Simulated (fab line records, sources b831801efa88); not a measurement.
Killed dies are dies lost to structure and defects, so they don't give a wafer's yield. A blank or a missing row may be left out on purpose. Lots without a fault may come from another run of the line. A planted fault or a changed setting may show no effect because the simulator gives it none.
Chamber matching | flow sky130 | SKY_VIA4_HDPCVD_00 on hdpcvd-02: 3 sister chambers
The step deposits SiO2, target thk 1750 nm, time 291.7 s. 14 wafers are shown with their chamber, then 7 later ones without.

WAFERS WITH THEIR CHAMBER
wafer  | chamber | run_length_s (s)
L196.2 | 2       | 318.9
L196.4 | 1       | 319.5
L196.6 | 2       | 319.2
L198.1 | 1       | 319.2
L198.5 | 2       | 318.9
L198.6 | 1       | 320.0
L201.3 | 0       | 319.4
L201.4 | 2       | 318.6
L201.5 | 0       | 319.1
L202.1 | 1       | 319.3
L202.4 | 1       | 319.4
L202.5 | 2       | 318.4
L204.3 | 0       | 319.4
L204.5 | 1       | 319.5

SIGNATURES (means of the wafers above)
reading      | chamber 0 | chamber 1 | chamber 2 | scatter within a chamber
run_length_s | 319.300   | 319.483   | 318.800   | 0.274
Rule: a wafer's distance from a chamber is the root of the sum, over the readings, of the square of ((its reading less the chamber's mean) divided by the reading's scatter). The wafer belongs to the nearest chamber; if the next one is less than 2 further off, it can't be placed. The scatter: the root of (the sum of the squares of (reading less its chamber's mean) over the shown wafers, divided by (wafers less chambers)).

WAFERS WITHOUT THEIR CHAMBER
wafer  | run_length_s (s)
L204.6 | 319.4
L206.1 | 319.0
L206.3 | 319.0
L206.4 | 319.6
L207.1 | 319.3
L207.3 | 319.4
L207.5 | 319.3

WHICH CHAMBER EACH WENT THROUGH
wafer  | from the rows above          | in truth
L204.6 | can't be placed: 1 or 0 or 2 | 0
L206.1 | can't be placed: 2 or 0 or 1 | 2
L206.3 | can't be placed: 2 or 0 or 1 | 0
L206.4 | can't be placed: 1 or 0      | 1
L207.1 | can't be placed: 0 or 1 or 2 | 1
L207.3 | can't be placed: 1 or 0 or 2 | 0
L207.5 | can't be placed: 0 or 1 or 2 | 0
Placed correctly: 0 of 7. Can't be placed from these rows: 7 (the true chamber is among the candidates in 7). Placed wrongly: 0.
